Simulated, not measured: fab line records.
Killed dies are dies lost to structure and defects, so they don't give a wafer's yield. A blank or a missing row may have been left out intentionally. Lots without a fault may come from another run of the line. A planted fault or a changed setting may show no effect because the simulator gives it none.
fab line records	flow sky130
[record] lots = 6	wafers = 18	last-day = 49
route steps=708 shown SONOS_ONO@176 GATE_OXIDE@187 POLY_GATE@204 PAD_OPEN@708
lots that met no fault: from a run of the same line without faults
start-h: hours from the record's opening day to when the first of the lot's shown wafers began	wait-h: how many hours have passed since the lot's step before this one	" same as the row above	L1.1+2: several wafers, shown together as one row	- no value, or no start given	* or withheld: withheld	< > ~ a bound
route shown NAME@n: names a module that has steps shown in the file, with the first one's number in the route	usual: mean/standard deviation of fault-free wafers	same: alike in all rows	chamber/n: place in a boat	sites: per-site readings	_std_site: their standard deviation	_edge_site: mean of outer sites minus mean of inner sites	radius-mm: for every site, how far away it sits from the centre of the wafer	mask NAME#n: copy n	behind: the most recent tool/chamber to have shaped the wafer	hold: the reason the lot was held/the length of the hold in hours/how it ended	device: whichever transistor did not switch (one of n, p or np)	end of line: tests run on the same wafers once the route is complete	for a step that has no rows: nothing shown but its recipe	killed: at the first sort, the dies lost to defects and structure; wafer yield is something else	map: dies across one wafer; x = killed, . = not, _ = none there
set.NAME: the setting that was run; set.NAME@STEP: the one run at that earlier step	model.NAME: the simulator's own value behind a step, which no gauge read
lots at some steps of the route; a table a step, a row a wafer
services: from which hour (start-h, from the record's first day; less than 0 if before it) a tool's chamber was out of use, for how many hours, and why
[[steps]]
[step SKY_SONOS_ONO_COAT_08]
[recipe] resist = NOVOLAK	spin-rpm = 3000	resist-thk-nm = 1140
[step SKY_SONOS_ONO_SOFTBAKE_09]
[recipe] temp-c = 90	time-s = 60	resist = NOVOLAK
[step SKY_SONOS_ONO_EXPOSE_10]
[recipe] mask-id = ONOM	target-cd-nm = 410	na = 0.6	source-shape = conventional	sigma-outer = 0.6	dose-mj = 150
[step SKY_SONOS_ONO_PEB_11]
[recipe] temp-c = withheld	time-s = *	resist = NOVOLAK
[step SKY_SONOS_ONO_DEVELOP_12]
[recipe] develop-time-s = 60	dev-temp-c = 23
[step SKY_SONOS_ONO_CD_MEAS_13]
[recipe] target-cd-nm = 410
[usual] cd-nm = 410.2/2.3
lot.wafer	tool	chamber	start-h	wait-h	cd-nm
L364.2	cd-sem-01	-	286.58	0.2	408.7
L364.3	"	-	"	"	409.4
L364.5	"	-	"	"	408.6
L366.1	cd-sem-01	-	303.22	0.1	413.4
L366.2	"	-	"	"	411.7
L366.5	"	-	"	"	410.6
L369.1	cd-sem-01	-	319.24	0.1	408.4
L369.2	"	-	"	"	410.5
L369.6	"	-	"	"	409.0
L377.1	cd-sem-02	-	382.59	0.1	410.2
L377.3	"	-	"	"	409.2
L377.4	"	-	"	"	408.9
L379.1	cd-sem-02	-	408.49	0.1	408.3
L379.2	"	-	"	"	410.6
L379.3	"	-	"	"	408.0
L381.4	cd-sem-01	-	414.73	0.1	407.2
L381.5	"	-	"	"	409.6
L381.6	"	-	"	"	409.9
[step SKY_SONOS_ONO_OVL_MEAS_14]
[usual] SONOS_ONO_OVL = 0.3/1.5
lot.wafer	tool	chamber	start-h	wait-h	SONOS_ONO_OVL[nm]
L364.2	overlay-02	-	286.69	0.1	1.0
L364.3	"	-	"	"	1.4
L364.5	"	-	"	"	0.9
L366.1	overlay-01	-	303.34	0.1	-4.5
L366.2	"	-	"	"	-1.5
L366.5	"	-	"	"	-1.1
L369.1	overlay-01	-	319.36	0.1	0.7
L369.2	"	-	"	"	1.1
L369.6	"	-	"	"	0.1
L377.1	overlay-02	-	382.71	0.1	2.3
L377.3	"	-	"	"	1.1
L377.4	"	-	"	"	1.8
L379.1	overlay-02	-	408.61	0.1	1.1
L379.2	"	-	"	"	3.9
L379.3	"	-	"	"	0.6
L381.4	overlay-02	-	414.81	0.1	-0.4
L381.5	"	-	"	"	-2.1
L381.6	"	-	"	"	-0.9
[step SKY_SONOS_ONO_ETCH_15]
[recipe] target-depth-nm = 19.52	chemistry = CHF3/O2	source-w = 600	bias-w = 200	pressure-mtorr = 40	chf3-flow-sccm = 50	O2_flow_sccm = 5	time-s = 7.8
[usual] drypump-motor-current-A = 5.6/0.45	oes-product-au = 0.996/0.0091	throttle-valve-pct = 8.825/0.0093
lot.wafer	tool	chamber	start-h	wait-h	drypump-motor-current-A	oes-product-au	rf-hours-counter-h	throttle-valve-pct
L364.2	rie-diel-03	3	286.72	0.0	6.1	0.991	5	8.836
L364.3	"	1	"	"	6.0	0.992	2	8.836
L364.5	"	1	"	"	6.0	0.997	-	8.807
L366.1	rie-diel-01	2	303.38	0.0	5.8	1.005	63	8.834
L366.2	"	1	"	"	5.2	1.010	11	8.853
L366.5	"	2	"	"	5.8	0.997	-	8.825
L369.1	rie-diel-01	1	319.40	0.0	5.2	1.007	11	8.827
L369.2	"	0	"	"	4.9	1.000	4	8.838
L369.6	"	1	"	"	5.2	1.005	-	8.813
L377.1	rie-diel-03	1	382.74	0.0	6.0	0.987	4	8.824
L377.3	"	2	"	"	6.0	0.997	42	8.831
L377.4	"	3	"	"	6.1	0.996	-	8.818
L379.1	rie-diel-01	0	408.64	0.0	5.0	1.001	6	8.831
L379.2	"	1	"	"	5.3	1.007	12	8.820
L379.3	"	2	"	"	5.8	1.019	65	8.833
L381.4	rie-diel-01	0	414.83	0.0	4.9	1.002	6	8.820
L381.5	"	3	"	"	5.0	0.996	-	8.814
L381.6	"	2	"	"	5.8	1.009	-	8.824
[step SKY_SONOS_ONO_WET_ETCH_16]
[recipe] chemistry = dHF	target-depth-nm = 14	dry = n2-spin	target = SiO2	dilution = 100:1	temp-c = 25	time-s = 280
[step SKY_SONOS_ONO_STRIP_17]
[recipe] chemistry = O2/N2	power-w = 1400	pressure-mtorr = 1500	platen-temp-c = withheld	o2-flow-sccm = 3000	n2-flow-sccm = 300	overash-fraction = 0.5
[usual] drypump-motor-current-A = 5.72/0.27	oes-product-au = 0.711/0.0043	strip-time-to-endpoint-s = 14.11/0.031
lot.wafer	tool	chamber	start-h	wait-h	drypump-motor-current-A	oes-product-au	rf-hours-counter-h	strip-time-to-endpoint-s
L364.2	plasma-asher-02	0	286.82	0.0	5.76	0.711	63	14.07
L364.3	"	0	"	"	5.75	0.711	-	14.09
L364.5	"	1	"	"	5.33	0.710	-	14.12
L366.1	plasma-asher-02	1	303.49	0.0	5.35	0.717	64	14.11
L366.2	"	0	"	"	5.77	0.710	64	14.09
L366.5	"	1	"	"	5.37	0.705	-	14.11
L369.1	plasma-asher-04	1	319.51	0.0	5.84	0.706	19	14.08
L369.2	"	0	"	"	5.66	0.704	19	14.10
L369.6	"	0	"	"	5.71	0.713	-	14.08
L377.1	plasma-asher-02	0	382.86	0.0	5.75	0.713	72	14.09
L377.3	"	1	"	"	5.34	0.706	-	14.08
L377.4	"	0	"	"	5.76	0.703	-	14.11
L379.1	plasma-asher-04	1	408.75	0.0	5.87	0.710	28	14.12
L379.2	"	0	"	"	5.69	0.716	28	14.13
L379.3	"	0	"	"	5.68	0.710	-	14.14
L381.4	plasma-asher-04	1	414.97	0.0	5.87	0.712	-	14.15
L381.5	"	0	"	"	5.71	0.708	-	14.14
L381.6	"	1	"	"	5.86	0.708	-	14.13
[step SKY_SONOS_ONO_WET_ETCH_18]
[recipe] chemistry = H3PO4	target-depth-nm = 15	target = Si3N4	temp-c = 160	time-s = 172
[step SKY_GATE_OXIDE_CLEAN_00]
[recipe] chemistry = SC1/SC2	mix = 1:4:20	temp-c = 70	time-s = 150	dry = n2-spin
[step SKY_GATE_OXIDE_OXIDATION_01]
[recipe] temp-c = 900	ambient = O2	stabilise-s = 600	purge-s = 300	target-thk-a = 102.68	ox-time-s = 1473
[usual] tube-center-temp-C = 900/0.083	zone-power-top-pct = 37.7/0.99
lot.wafer	tool	chamber	start-h	wait-h	tube-center-temp-C	zone-power-top-pct
L364.2	furnace-02	0	289.31	2.2	899.99	37.8
L364.3	"	0	"	"	899.89	38.0
L364.5	"	0	"	"	899.99	38.5
L366.1	furnace-01	0	303.70	0.0	900.09	37.0
L366.2	"	0	"	"	900.05	36.2
L366.5	"	0	"	"	900.09	36.3
L369.1	furnace-02	0	321.82	2.1	900	38.4
L369.2	"	0	"	"	899.9	38.3
L369.6	"	0	"	"	900.07	38.0
L377.1	furnace-02	0	383.19	0.1	900.07	38.2
L377.3	"	0	"	"	899.89	38.2
L377.4	"	0	"	"	900.02	38.1
L377.1	furnace-01	0	385.50	0.9	899.97	36.4
L377.3	"	0	"	"	900.01	36.2
L377.4	"	0	"	"	900.02	37.0
L379.1	furnace-01	0	408.96	0.0	900.12	36.0
L379.2	"	0	"	"	900.15	36.3
L379.3	"	0	"	"	899.96	35.6
L381.4	furnace-02	0	418.50	3.4	899.91	38.9
L381.5	"	0	"	"	900.05	38.5
L381.6	"	0	"	"	899.96	38.2
L381.4	furnace-01	0	420.40	0.5	899.92	35.8
L381.5	"	0	"	"	900.06	36.6
L381.6	"	0	"	"	900.05	36.8
[step SKY_GATE_OXIDE_THK_MEAS_02]
[recipe] reads = SiO2_of_GATE_OXIDE_OXIDATION_01
[usual] GATE_OXIDE_OXIDATION_00_THK = 10.17/0.22
lot.wafer	tool	chamber	start-h	wait-h	GATE_OXIDE_OXIDATION_00_THK[nm]
L364.2	film-metro-03	-	290.73	0.0	10.15
L364.3	"	-	"	"	10.27
L364.5	"	-	"	"	10.15
L366.1	film-metro-03	-	305.11	0.0	10.34
L366.2	"	-	"	"	10.40
L366.5	"	-	"	"	10.34
L369.1	film-metro-02	-	323.23	0.0	10.28
L369.2	"	-	"	"	10.29
L369.6	"	-	"	"	10.10
L377.1	film-metro-04	-	387.07	0.2	16.96
L377.3	"	-	"	"	16.77
L377.4	"	-	"	"	17.11
L379.1	film-metro-02	-	410.37	0.0	9.93
L379.2	"	-	"	"	9.70
L379.3	"	-	"	"	9.75
L381.4	film-metro-02	-	421.84	0.0	16.55
L381.5	"	-	"	"	16.36
L381.6	"	-	"	"	16.51
[step SKY_GATE_OXIDE_DEHYDRATE_03]
[recipe] temp-c = 200	time-s = 60
[step SKY_GATE_OXIDE_HMDS_04]
[recipe] prime-time-s = 60	prime-temp-c = 120
[step SKY_GATE_OXIDE_COAT_05]
[recipe] resist = NOVOLAK	spin-rpm = 3000	resist-thk-nm = 1140
[step SKY_GATE_OXIDE_SOFTBAKE_06]
[recipe] temp-c = 90	time-s = 60	resist = NOVOLAK
[step SKY_GATE_OXIDE_EXPOSE_07]
[recipe] mask-id = LVOM	na = 0.6	source-shape = conventional	sigma-outer = 0.6	polarization = unpolarized	target-cd-nm = 600	dose-mj = 170
[step SKY_GATE_OXIDE_PEB_08]
[recipe] temp-c = withheld	time-s = *	resist = NOVOLAK
[step SKY_GATE_OXIDE_DEVELOP_09]
[recipe] resist = NOVOLAK	developer = TMAH	develop-time-s = 60	dev-temp-c = 23
[step SKY_GATE_OXIDE_OVL_MEAS_10]
[usual] GATE_OXIDE_OVL = 0.0/1.6
lot.wafer	tool	chamber	start-h	wait-h	GATE_OXIDE_OVL[nm]
L364.2	overlay-02	-	316.35	0.1	-0.5
L364.3	"	-	"	"	-1.9
L364.5	"	-	"	"	1.6
L366.1	overlay-02	-	331.39	0.1	0.1
L366.2	"	-	"	"	-2.1
L366.5	"	-	"	"	1.2
L369.1	overlay-01	-	349.67	0.1	-1.9
L369.2	"	-	"	"	-2.8
L369.6	"	-	"	"	-1.9
L377.1	overlay-02	-	414.19	0.1	-1.6
L377.3	"	-	"	"	-1.4
L377.4	"	-	"	"	-1.1
L379.1	overlay-02	-	441.02	0.1	5.3
L379.2	"	-	"	"	1.6
L379.3	"	-	"	"	1.5
L381.4	overlay-01	-	449.96	0.1	-1.2
L381.5	"	-	"	"	0.9
L381.6	"	-	"	"	1.6
[step SKY_GATE_OXIDE_IMPLANT_11]
[recipe] species = B	energy-kev = 10	dose-cm2 = 2.6e+12	tilt-deg = withheld
[step SKY_GATE_OXIDE_WET_ETCH_12]
[recipe] chemistry = dHF	target-depth-nm = 16.8	dry = n2-spin	target = SiO2	dilution = 100:1	temp-c = 25	time-s = 336
[step SKY_GATE_OXIDE_STRIP_13]
[recipe] chemistry = O2/N2	power-w = 1400	pressure-mtorr = 1500	platen-temp-c = withheld	o2-flow-sccm = 3000	n2-flow-sccm = 300	overash-fraction = 0.5
[usual] drypump-motor-current-A = 5.88/0.24	oes-product-au = 0.715/0.005	strip-time-to-endpoint-s = 14.17/0.036
lot.wafer	tool	chamber	start-h	wait-h	drypump-motor-current-A	oes-product-au	rf-hours-counter-h	strip-time-to-endpoint-s
L364.2	plasma-asher-04	1	316.64	0.0	5.84	0.714	19	14.17
L364.3	"	1	"	"	5.84	0.708	-	14.20
L364.5	"	0	"	"	5.71	0.710	-	14.13
L366.1	plasma-asher-03	1	331.69	0.0	6.20	0.713	51	14.18
L366.2	"	0	"	"	5.95	0.715	51	14.19
L366.5	"	1	"	"	6.19	0.710	-	14.17
L369.1	plasma-asher-03	1	349.97	0.0	6.20	0.708	53	14.18
L369.2	"	0	"	"	6.02	0.716	53	14.16
L369.6	"	0	"	"	5.98	0.725	-	14.14
L377.1	plasma-asher-04	1	414.48	0.0	5.85	0.712	28	14.15
L377.3	"	0	"	"	5.68	0.710	-	14.23
L377.4	"	1	"	"	5.82	0.713	-	14.21
L379.1	plasma-asher-03	0	441.31	0.0	5.96	0.715	62	14.21
L379.2	"	1	"	"	6.21	0.713	62	14.26
L379.3	"	1	"	"	6.21	0.712	-	14.24
L381.4	plasma-asher-01	1	450.27	0.0	6.00	0.723	-	14.15
L381.5	"	0	"	"	5.43	0.714	-	14.10
L381.6	"	1	"	"	5.99	0.718	-	14.14
[step SKY_GATE_OXIDE_TW_MEAS_14]
[usual] GATE_OXIDE_TW = 224.5/1.4
lot.wafer	tool	chamber	start-h	wait-h	GATE_OXIDE_TW
L364.2	film-metro-04	-	316.75	0.1	223.9
L364.3	"	-	"	"	222.1
L364.5	"	-	"	"	223.0
L366.1	film-metro-04	-	331.79	0.1	224.0
L366.2	"	-	"	"	223.5
L366.5	"	-	"	"	223.2
L369.1	film-metro-04	-	350.07	0.1	221.5
L369.2	"	-	"	"	222.3
L369.6	"	-	"	"	222.7
L377.1	film-metro-03	-	414.58	0.1	225.0
L377.3	"	-	"	"	226.1
L377.4	"	-	"	"	226.6
L379.1	film-metro-02	-	441.41	0.1	223.9
L379.2	"	-	"	"	222.9
L379.3	"	-	"	"	222.4
L381.4	film-metro-03	-	450.36	0.1	225.6
L381.5	"	-	"	"	227.8
L381.6	"	-	"	"	226.7
[step SKY_GATE_OXIDE_CLEAN_15]
[recipe] chemistry = SC1/SC2	mix = 1:4:20	temp-c = 70	time-s = 150	dry = n2-spin
lot.wafer	tool	chamber	start-h	wait-h	model.SiO2_of_GATE_OXIDE_OXIDATION_01.thk-nm
L364.2	wet-bench-03	0	316.80	0.0	9.78
L364.3	"	0	"	"	9.922
L364.5	"	0	"	"	9.786
L366.1	wet-bench-04	3	331.85	0.1	9.976
L366.2	"	3	"	"	10.06
L366.5	"	3	"	"	10.02
L369.1	wet-bench-04	0	350.13	0.1	9.928
L369.2	"	0	"	"	9.945
L369.6	"	0	"	"	9.689
L377.1	wet-bench-03	3	414.64	0.1	16.6
L377.3	"	3	"	"	16.46
L377.4	"	3	"	"	16.79
L379.1	wet-bench-02	1	441.47	0.1	9.598
L379.2	"	1	"	"	9.361
L379.3	"	1	"	"	9.429
L381.4	wet-bench-04	1	450.39	0.0	16.17
L381.5	"	1	"	"	15.99
L381.6	"	1	"	"	16.16
[step SKY_GATE_OXIDE_OXIDATION_16]
[recipe] temp-c = 800	ambient = O2	idle-temp-c = 700	ramp-up-c-per-min = 10	ramp-down-c-per-min = 3	stabilise-s = 600	purge-s = 300	target-thk-a = 35.7	ox-time-s = 1915
[usual] tube-center-temp-C = 800.01/0.079	zone-power-top-pct = 31.0/0.87
lot.wafer	tool	chamber	start-h	wait-h	tube-center-temp-C	zone-power-top-pct	model.SiO2_of_GATE_OXIDE_OXIDATION_01.thk-nm
L364.2	furnace-02	0	317.64	0.8	800.06	32.0	11.5
L364.3	"	0	"	"	800.07	32.0	11.61
L364.5	"	0	"	"	800.04	31.9	11.48
L366.1	furnace-02	0	333.29	1.4	800.08	32.2	11.65
L366.2	"	0	"	"	800.02	32.1	11.7
L366.5	"	0	"	"	799.99	31.5	11.68
L369.1	furnace-02	0	351.56	1.4	799.91	31.7	11.62
L369.2	"	0	"	"	800.09	31.6	11.63
L369.6	"	0	"	"	800.06	31.8	11.4
L377.1	furnace-02	0	415.58	0.9	799.85	32.0	17.86
L377.3	"	0	"	"	799.91	31.2	17.74
L377.4	"	0	"	"	799.99	31.7	18.06
L379.1	furnace-01	0	444.60	3.1	799.98	30.0	11.31
L379.2	"	0	"	"	799.84	30.0	11.12
L379.3	"	0	"	"	800	30.1	11.16
L381.4	furnace-01	0	451.59	1.1	800.09	30.4	17.5
L381.5	"	0	"	"	800.12	30.2	17.35
L381.6	"	0	"	"	800.08	30.2	17.47
[step SKY_POLY_GATE_CVD_00]
[recipe] material = poly-Si	target-thk-nm = 180	temp-c = 620	time-s = 720	pressure-mtorr = 200
[step SKY_PAD_OPEN_PROBE_99]
[usual] killed_at_M0_to_M3 = 44/7	killed_at_M4_up = 3.1/1.8	killed-at-contacts = 25/5.1	killed-at-front-end = 15/4.3	killed-at-other = 0.3/0.61	killed-dies = 87/9.8	killed-open = 48/7	killed-short = 38/6.3
[same] gross-dies = 492	killed-at-back-side = 0
lot.wafer	tool	chamber	start-h	wait-h	killed_at_M0_to_M3	killed_at_M4_up	killed-at-contacts	killed-at-front-end	killed-at-other	killed-dies	killed-open	killed-short	model.etest.nfet_16v.r-on-ohm-um	model.etest.tip-sonos.rs-ohm-sq	model.etest.pfet_16v.r-on-ohm-um	model.etest.pfet-g5v0d10v5.r-on-ohm-um	model.etest.nfet-g5v0d10v5.r-on-ohm-um	model.etest.tip-p.rs-ohm-sq	model.etest.pfet_01v8.r-on-ohm-um	model.etest.nfet-g5v0d10v5.drive-ua-um
L364.2	prober-02	-	1080.55	0.1	39	2	22	11	0	74	41	33	1.398e+04	2621	1.51e+04	4732	1908	6816	2884	604.3
L364.3	prober-02	-	1080.60	0.2	46	0	25	18	1	90	61	28	1.405e+04	2628	1.487e+04	4803	1919	6809	2879	600.5
L364.5	prober-02	-	1080.70	0.2	51	5	19	17	1	93	50	42	1.406e+04	2591	1.481e+04	4793	1907	6791	2920	603.3
L366.1	prober-02	-	1091.84	0.1	41	3	30	18	0	92	51	41	1.427e+04	2620	1.517e+04	4713	1891	6901	2897	600
L366.2	prober-02	-	1091.89	0.1	35	8	15	17	0	75	39	36	1.435e+04	2664	1.486e+04	4806	1911	6987	2905	597.6
L366.5	prober-02	-	1092.04	0.2	40	1	32	15	0	88	43	45	1.428e+04	2639	1.484e+04	4765	1906	7017	2894	594.5
L369.1	prober-01	-	1105.61	0.1	36	1	21	19	0	77	38	38	1.412e+04	2707	1.539e+04	4670	1870	6823	2808	602.8
L369.2	prober-01	-	1105.66	0.1	22	2	28	18	0	70	41	28	1.396e+04	2666	1.517e+04	4710	1885	6793	2814	603.7
L369.6	prober-01	-	1105.86	0.2	45	3	29	9	0	86	45	40	1.408e+04	2649	1.539e+04	4764	1875	6821	2847	613.4
L377.1	prober-01	-	1150.87	0.1	36	6	21	14	0	77	47	30	1.781e+04	5629	1.801e+04	6354	2488	7211	3181	388.9
L377.3	prober-01	-	1150.97	0.2	44	3	24	13	0	84	47	37	1.763e+04	5507	1.823e+04	6285	2462	7227	3140	392.2
L377.4	prober-01	-	1151.02	0.2	44	2	24	13	0	83	43	40	1.776e+04	5807	1.826e+04	6477	2500	7226	3190	384.4
L379.1	prober-01	-	1163.04	0.1	41	2	28	17	0	88	54	34	1.367e+04	2580	1.506e+04	4703	1850	6834	2816	625.1
L379.2	prober-01	-	1163.09	0.1	45	5	23	14	1	88	60	28	1.364e+04	2531	1.494e+04	4702	1847	6890	2892	634.5
L379.3	prober-01	-	1163.14	0.2	46	3	27	13	0	89	46	43	1.37e+04	2541	1.506e+04	4702	1840	6845	2869	628.8
L381.4	prober-01	-	1170.89	0.2	57	1	32	16	1	107	67	40	1.764e+04	5135	1.729e+04	6160	2409	7319	3118	402.4
L381.5	prober-01	-	1170.94	0.2	34	3	34	14	0	85	47	37	1.765e+04	4982	1.747e+04	6075	2432	7316	3180	404.6
L381.6	prober-01	-	1170.99	0.2	50	3	37	15	0	105	51	53	1.756e+04	5067	1.709e+04	6035	2416	7310	3131	401.1
// killed by level:class
L364.2 VIA3:geometric-particle:open=10 METAL2:geometric-particle:short=8 CONTACT:geometric-particle:open=7 LI_CONTACT:geometric-particle:open=6 FIELD_ISO:geometric-particle:short=4 LI_CONTACT:geometric-particle:short=4 VIA1:geometric-particle:open=4 VIA2:geometric-particle:open=4
L364.3 CONTACT:geometric-particle:open=14 VIA2:geometric-particle:open=11 FIELD_ISO:geometric-particle:open=9 VIA1:geometric-particle:open=8 VIA3:geometric-particle:open=8 LOCAL_INTERCONNECT:geometric-particle:short=5 VIA3:geometric-particle:short=5 METAL1:geometric-particle:short=4
L364.5 VIA1:geometric-particle:open=9 VIA2:geometric-particle:open=8 LI_CONTACT:geometric-particle:open=7 VIA3:geometric-particle:open=7 METAL2:geometric-particle:short=6 VIA1:geometric-particle:short=6 FIELD_ISO:geometric-particle:open=5 FIELD_ISO:geometric-particle:short=5
L366.1 CONTACT:geometric-particle:open=10 VIA2:geometric-particle:open=9 LI_CONTACT:geometric-particle:open=8 POLY_GATE:geometric-particle:open=7 VIA1:geometric-particle:short=7 VIA1:geometric-particle:open=6 LOCAL_INTERCONNECT:geometric-particle:short=4 LI_CONTACT:geometric-particle:short=4
L366.2 VIA1:geometric-particle:open=9 METAL4:geometric-particle:short=8 FIELD_ISO:geometric-particle:short=5 LI_CONTACT:geometric-particle:open=5 METAL1:geometric-particle:short=5 FIELD_ISO:geometric-particle:open=4 POLY_GATE:geometric-particle:open=4 METAL1:geometric-particle:open=4
L366.5 LI_CONTACT:geometric-particle:open=8 LOCAL_INTERCONNECT:geometric-particle:short=7 CONTACT:geometric-particle:open=7 VIA1:geometric-particle:open=6 METAL1:geometric-particle:short=6 VIA3:geometric-particle:open=6 FIELD_ISO:geometric-particle:short=5 LI_CONTACT:geometric-particle:short=5
L369.1 VIA3:geometric-particle:open=8 VIA3:geometric-particle:short=7 CONTACT:geometric-particle:open=7 VIA1:geometric-particle:open=7 FIELD_ISO:geometric-particle:short=5 LI_CONTACT:geometric-particle:open=5 CONTACT:geometric-particle:short=5 LOCAL_INTERCONNECT:geometric-particle:short=4
L369.2 CONTACT:geometric-particle:open=10 FIELD_ISO:geometric-particle:short=7 LI_CONTACT:geometric-particle:open=7 LOCAL_INTERCONNECT:geometric-particle:short=6 FIELD_ISO:geometric-particle:open=4 CONTACT:geometric-particle:short=4 VIA1:geometric-particle:open=4 VIA3:geometric-particle:open=4
L369.6 LI_CONTACT:geometric-particle:open=11 CONTACT:geometric-particle:open=8 METAL2:geometric-particle:short=8 VIA3:geometric-particle:open=7 CONTACT:geometric-particle:short=6 METAL1:geometric-particle:short=6 VIA1:geometric-particle:open=6 VIA2:geometric-particle:open=5
L377.1 LI_CONTACT:geometric-particle:open=10 VIA1:geometric-particle:open=10 FIELD_ISO:geometric-particle:short=6 METAL1:geometric-particle:short=6 VIA3:geometric-particle:open=5 VIA2:geometric-particle:open=4 LOCAL_INTERCONNECT:geometric-particle:short=4 CONTACT:geometric-particle:open=4
L377.3 VIA1:geometric-particle:open=13 CONTACT:geometric-particle:open=9 LI_CONTACT:geometric-particle:open=8 METAL2:geometric-particle:short=8 VIA3:geometric-particle:open=6 FIELD_ISO:geometric-particle:short=5 VIA1:geometric-particle:short=5 VIA2:geometric-particle:open=4
L377.4 CONTACT:geometric-particle:short=9 VIA1:geometric-particle:open=8 VIA3:geometric-particle:open=8 FIELD_ISO:geometric-particle:open=5 CONTACT:geometric-particle:open=5 VIA1:geometric-particle:short=5 VIA2:geometric-particle:open=5 VIA3:geometric-particle:short=5
L379.1 CONTACT:geometric-particle:open=15 VIA1:geometric-particle:open=10 FIELD_ISO:geometric-particle:open=7 METAL2:geometric-particle:short=7 LI_CONTACT:geometric-particle:open=6 LOCAL_INTERCONNECT:geometric-particle:short=5 VIA2:geometric-particle:open=5 METAL3:geometric-particle:short=5
L379.2 VIA1:geometric-particle:open=12 CONTACT:geometric-particle:open=11 VIA3:geometric-particle:open=9 VIA2:geometric-particle:open=7 FIELD_ISO:geometric-particle:open=6 METAL2:geometric-particle:short=5 POLY_GATE:geometric-particle:open=4 LI_CONTACT:geometric-particle:open=4
L379.3 VIA1:geometric-particle:open=11 VIA3:geometric-particle:open=7 CONTACT:geometric-particle:open=7 CONTACT:geometric-particle:short=6 LOCAL_INTERCONNECT:geometric-particle:short=5 METAL1:geometric-particle:short=5 VIA2:geometric-particle:open=5 FIELD_ISO:geometric-particle:open=4
L381.4 LI_CONTACT:geometric-particle:open=15 METAL2:geometric-particle:short=13 VIA1:geometric-particle:open=12 CONTACT:geometric-particle:open=9 VIA2:geometric-particle:open=7 FIELD_ISO:geometric-particle:short=6 FIELD_ISO:geometric-particle:open=5 VIA1:geometric-particle:short=5
L381.5 CONTACT:geometric-particle:open=13 LI_CONTACT:geometric-particle:open=11 VIA1:geometric-particle:open=9 CONTACT:geometric-particle:short=7 VIA1:geometric-particle:short=5 VIA2:geometric-particle:open=5 FIELD_ISO:geometric-particle:short=3 FIELD_ISO:geometric-particle:open=3
L381.6 CONTACT:geometric-particle:open=12 VIA1:geometric-particle:open=12 CONTACT:geometric-particle:short=10 FIELD_ISO:geometric-particle:open=7 VIA1:geometric-particle:short=7 LI_CONTACT:geometric-particle:open=6 VIA2:geometric-particle:open=6 METAL2:geometric-particle:short=5
[[services]]
tool	chamber	start-h	hours	kind
furnace-01	-	267.37	5.3	pm
plasma-asher-01	-	287.33	2.8	pm
wet-bench-02	-	290.95	0.8	repair
furnace-02	-	293.51	1.9	pm
rie-diel-01	-	294.88	0.2	repair
plasma-asher-02	-	295.26	3.8	repair
furnace-01	-	319.83	2.6	pm
plasma-asher-03	-	321.97	2.1	repair
rie-diel-01	-	332.52	1.5	repair
rie-diel-01	-	359.16	0.2	repair
wet-bench-02	-	360.83	1.9	pm
rie-diel-03	-	361.93	0.1	repair
rie-diel-01	1	363.39	16.1	repair
furnace-02	-	365.02	3.3	pm
rie-diel-03	0	379.67	29.3	repair
plasma-asher-02	-	396.06	4.0	repair
plasma-asher-02	-	406.49	1.7	repair
rie-diel-01	3	407.23	3.8	repair
plasma-asher-01	-	421.25	9.0	pm
plasma-asher-03	-	421.41	2.8	pm
furnace-01	-	423.27	3.6	pm
plasma-asher-03	-	427.20	1.9	repair
furnace-01	-	433.51	9.6	repair
rie-diel-01	3	443.72	11.9	repair
[[key]]
[first-sign] step = SKY_GATE_OXIDE_OXIDATION_01	reading = visit	direction = added
[effect] step = SKY_GATE_OXIDE_THK_MEAS_02	reading = GATE_OXIDE_OXIDATION_00_THK	direction = up	sigmas = 29	usual = 10.17	struck = 16.71
[model-effect] step = SKY_GATE_OXIDE_CLEAN_15	value = SiO2_of_GATE_OXIDE_OXIDATION_01.thk-nm	without = 10.08	struck = 16.36
[model-effect] step = SKY_GATE_OXIDE_OXIDATION_16	value = SiO2_of_GATE_OXIDE_OXIDATION_01.thk-nm	without = 11.76	struck = 17.66
[model-effect] step = SKY_PAD_OPEN_PROBE_99	value = etest.nfet_16v.r-on-ohm-um	without = 1.438e+04	struck = 1.767e+04
met-at SKY_GATE_OXIDE_OXIDATION_01
struck-wafers L377.1,L377.3,L377.4,L381.4,L381.5,L381.6
tester-left-out L377,L381
[fault] kind = repeated-step-whole	tool = furnace-01,furnace-02	chamber = -	onset-h = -	steps = SKY_GATE_OXIDE_OXIDATION_01	times = 1	scope = struck-lots-only
// tester-left-out: of these lots the tester's yield and bins aren't shown, on N5 and GAA mostly nor the transistor test; their killed dies are dies lost to structure and defects alone, not to doping, threshold or leakage, so they don't give the yield
